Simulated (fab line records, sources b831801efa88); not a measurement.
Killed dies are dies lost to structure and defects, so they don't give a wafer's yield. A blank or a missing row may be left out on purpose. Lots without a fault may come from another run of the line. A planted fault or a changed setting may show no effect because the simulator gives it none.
Which tool did it? | flow sky130 | 24 lots, 72 wafers sampled, at 2 steps of a route of 708

WHAT THE GAUGES READ, wafer by wafer
SKY_FIELD_ISO_THK_MEAS_25. Usual: FIELD_ISO_CVD_24_THK 595 nm, standard deviation 6.5.
lot  | measured    | on            | FIELD_ISO_CVD_24_THK (nm) | flag
L074 | day 2 11:11 | film_metro-01 | 588 594 590               |
L075 | day 2 12:23 | film_metro-04 | 578 593 583               |
L076 | day 2 17:27 | film_metro-01 | 590 592 595               |
L077 | day 2 23:44 | film_metro-04 | 594 591 600               |
L078 | day 3 05:20 | film_metro-02 | 609 613 592               |
L079 | day 3 07:51 | film_metro-02 | 603 597 595               |
L080 | day 3 14:04 | film_metro-04 | 603 600 600               |
L081 | day 3 21:16 | film_metro-04 | 586 595 593               |
L082 | day 4 01:38 | film_metro-01 | 595 589 599               |
L083 | day 4 06:58 | film_metro-04 | 593 591 595               |
L084 | day 4 07:03 | film_metro-01 | 592 591 589               |
L085 | day 4 14:41 | film_metro-04 | 589 592 597               |
L086 | day 4 20:58 | film_metro-01 | 594 598 585               |
L087 | day 5 03:31 | film_metro-02 | 600 602 602               |
L088 | day 5 13:07 | film_metro-01 | 588 593 595               |
L089 | day 5 14:44 | film_metro-01 | 601 582 591               |
L090 | day 5 18:55 | film_metro-02 | 604 596 599               |
L091 | day 6 00:22 | film_metro-04 | 600 602 600               |
L092 | day 6 04:55 | film_metro-04 | 588 594 582               |
L093 | day 6 09:08 | film_metro-02 | 611 598 596               |
L094 | day 6 17:26 | film_metro-02 | 595 593 593               |
L095 | day 7 00:16 | film_metro-01 | 585 601 585               |
L096 | day 7 02:51 | film_metro-04 | 591 596 599               |
L097 | day 7 07:02 | film_metro-04 | 595 599 592               |

SKY_DNWELL_TW_MEAS_09. Usual: DNWELL_TW 1108, standard deviation 14.
lot  | measured    | on            | DNWELL_TW      | flag
L074 | day 3 07:49 | film_metro-04 | 1118 1122 1120 |
L075 | day 3 10:23 | film_metro-03 | 1107 1107 1104 |
L076 | day 3 17:27 | film_metro-02 | 1100 1101 1107 |
L077 | day 3 21:43 | film_metro-03 | 1102 1105 1102 |
L078 | day 4 02:10 | film_metro-02 | 1100 1105 1098 |
L079 | day 4 03:44 | film_metro-04 | 1134 1128 1134 |
L080 | day 4 10:55 | film_metro-04 | 1130 1130 1126 |
L081 | day 4 18:40 | film_metro-04 | 1122 1122 1122 |
L082 | day 5 03:52 | film_metro-03 | 1101 1101 1103 |
L083 | day 5 06:46 | film_metro-04 | 1133 1131 1124 |
L084 | day 5 06:26 | film_metro-03 | 1113 1108 1100 |
L085 | day 5 12:58 | film_metro-03 | 1096 1094 1103 |
L086 | day 5 20:24 | film_metro-04 | 1116 1120 1120 |
L087 | day 6 02:10 | film_metro-02 | 1085 1090 1093 |
L088 | day 6 12:26 | film_metro-04 | 1129 1127 1131 |
L089 | day 6 15:54 | film_metro-04 | 1127 1131 1128 |
L090 | day 6 20:55 | film_metro-02 | 1093 1095 1094 |
L091 | day 7 00:36 | film_metro-02 | 1101 1102 1105 |
L092 | day 7 05:53 | film_metro-03 | 1097 1096 1097 |
L093 | day 7 11:37 | film_metro-03 | 1084 1081 1083 |
L094 | day 7 21:46 | film_metro-02 | 1095 1102 1099 |
L095 | day 8 02:07 | film_metro-03 | 1097 1093 1095 |
L096 | day 8 05:38 | film_metro-03 | 1098 1097 1098 |
L097 | day 8 08:59 | film_metro-03 | 1096 1105 1101 |

WHICH TOOL RAN EACH LOT (tool, then ch and the chambers of the sampled wafers, then the start)
The record holds no process step before these readings.

WHAT THE TOOLS THEMSELVES READ (means of the sampled wafers that have a number; where no wafer has one, the mark that the record gives instead)
The record holds no such reading with a usual standard deviation.

THE ANSWER, worked out from the rows above alone
Rule: a lot is off if the mean of its wafers that have a number lies more than 3 standard deviations from the usual mean. A lot without any number at a reading at which 4 lots or more have one is off too. The other lots that the step has rows for count as sound. The gauges are gone through in route order, then the tools' own readings, and for those a lot's mean is taken as printed above. The first step at which some lot is off is used, and at that step the reading that is off furthest; a lot without a number counts as furthest.
No lot is off at any reading shown: from this, nothing can be told.

WHAT THE SIMULATOR HAD PUT IN
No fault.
